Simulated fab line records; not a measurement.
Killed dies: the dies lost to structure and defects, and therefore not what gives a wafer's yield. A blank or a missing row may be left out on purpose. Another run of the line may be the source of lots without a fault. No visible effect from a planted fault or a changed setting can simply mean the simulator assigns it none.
2 desks looking at one fault :: flow sky130 :: only its own numbers are on each desk; what lay behind them is given at the end

## FROM THE METROLOGY DESK
What the gauges read for every lot (on any tool): the sampled wafers with a number, averaged. A lot is out of limits, marked OUT, if its mean lies more than 4 standard deviations from the usual mean; the brackets give that distance.
Columns: A = LOCAL_INTERCONNECT_TIN_RS at SKY_LOCAL_INTERCONNECT_RS_MEAS_01, usual 14.14 ohm/sq; B = cdNm at SKY_LOCAL_INTERCONNECT_CD_MEAS_11, usual 170.5 nm
lot: L713
first seen here: day 28 10:04
A: 14.20
B: 170.7

lot: L714
first seen here: day 29 03:58
A: 14.27
B: 168.5

lot: L715
first seen here: day 29 17:28
A: 13.98
B: 169.6

lot: L718
first seen here: day 30 19:37
A: 13.87
B: 170.1

lot: L720
first seen here: day 31 12:46
A: 13.89
B: 170.9

lot: L723
first seen here: day 33 00:45
A: 14.48
B: 102.2 (-53) OUT

lot: L724
first seen here: day 33 01:46
A: 14.33
B: 170.4

lot: L726
first seen here: day 33 10:17
A: 14.27
B: 172.5

lot: L731
first seen here: day 35 05:29
A: 14.02
B: 170.4

lot: L734
first seen here: day 35 22:04
A: 14.11
B: 170.4

lot: L735
first seen here: day 36 06:38
A: 14.23
B: 171.0

lot: L736
first seen here: day 36 15:36
A: 14.15
B: 170.7
Finding of this desk: L723 out of limits; the first was L723 at day 34 03:19, on cdNm at SKY_LOCAL_INTERCONNECT_CD_MEAS_11. L713, L714, L715, L718, L720, L724, L726, L731, L734, L735, L736 stayed within limits.

## FOR THE TOOL OWNER'S DESK: krfScanner-01
The tool's own readings at SKY_LOCAL_INTERCONNECT_EXPOSE_08 (exposes mask LI1M, target cd 170 nm): means of the sampled wafers that have a number, for each lot that ran on this tool. A lot is out of limits, marked OUT, if its mean lies more than 4 standard deviations from the usual mean; the brackets give that distance.
Columns: A = exposureDoseMJCm2 at SKY_LOCAL_INTERCONNECT_EXPOSE_08, usual 27.97
lot: L713
first seen here: day 29 00:09
A: 27.97

lot: L715
first seen here: day 30 07:48
A: 27.93

lot: L720
first seen here: day 32 02:16
A: 27.97

lot: L723
first seen here: day 33 14:08
A: 26.23 (-54) OUT

lot: L731
first seen here: day 35 19:20
A: 27.95

lot: L734
first seen here: day 36 12:40
A: 27.99

lot: L735
first seen here: day 36 20:34
A: 27.91

lot: L736
first seen here: day 37 06:16
A: 27.94
Finding of this desk: L723 out of limits; the first was L723 at day 33 14:08, on exposureDoseMJCm2 at SKY_LOCAL_INTERCONNECT_EXPOSE_08. L713, L715, L720, L731, L734, L735, L736 stayed within limits.

## PUT TOGETHER
At day 33 14:08, on L723, the tool owner's desk was in a position to raise an alarm.
An alarm was possible from the metrology desk at day 34 03:19, on L723.
SKY_LOCAL_INTERCONNECT_EXPOSE_08 was run on krfScanner-01 by each of the lots named.

## WHAT HAD BEEN PUT IN BY THE SIMULATOR
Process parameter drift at SKY_LOCAL_INTERCONNECT_EXPOSE_08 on krfScanner-01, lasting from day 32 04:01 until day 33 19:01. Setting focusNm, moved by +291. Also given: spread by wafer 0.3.
Shown lots that were struck: L723.
Delay (hours) between the fault's onset and each desk's first out-of-limits reading: 34 at the tool owner's desk, 47 at the metrology desk.
